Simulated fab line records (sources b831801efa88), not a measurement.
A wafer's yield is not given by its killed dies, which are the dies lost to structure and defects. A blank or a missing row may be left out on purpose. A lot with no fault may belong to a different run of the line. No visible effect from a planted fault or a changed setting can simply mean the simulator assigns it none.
Chamber matching | flow gf180mcu | GF_V5_ETCH_16 on rie diel-02: 4 sister chambers
The step etches BARC in N2/H2. 4 wafers are shown with their chamber, then 7 later ones without.

WAFERS PAIRED WITH THEIR CHAMBERS
wafer  | chamber | drypump motor current A (A)
L076.1 | 1       | 5.5
L076.5 | 3       | 6.4
L078.1 | 0       | 6.4
L078.2 | 2       | 6.4

WAFERS MISSING THEIR CHAMBER
wafer  | drypump motor current A (A)
L078.5 | 5.5
L090.1 | 5.5
L090.2 | 6.5
L090.3 | 6.3
L095.1 | 5.5
L095.3 | 6.4
L095.5 | 6.4

CHAMBER TAKEN BY EACH
wafer  | from the rows above          | in truth
L078.5 | 1                            | 1
L090.1 | 1                            | 1
L090.2 | can't be placed: 0 or 2 or 3 | 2
L090.3 | can't be placed: 0 or 2 or 3 | 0
L095.1 | 1                            | 1
L095.3 | can't be placed: 0 or 2 or 3 | 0
L095.5 | can't be placed: 0 or 2 or 3 | 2
3 of 7 placed correctly. Cannot be placed on the basis of these rows: 4; the candidates contain the true chamber in 4. Wrongly placed: 0.
How it was worked out, from the rows above alone: a wafer's distance from a chamber is the root of the sum, over the readings, of the square of ((its reading less the chamber's mean) divided by the reading's scatter). The wafer belongs to the nearest chamber; if the next one is less than 2 further off, it can't be placed. A chamber's mean is the mean of its shown wafers. The scatter: with one shown wafer a chamber, the root of the mean of the squares of how far each hidden wafer lies from its nearest shown one.
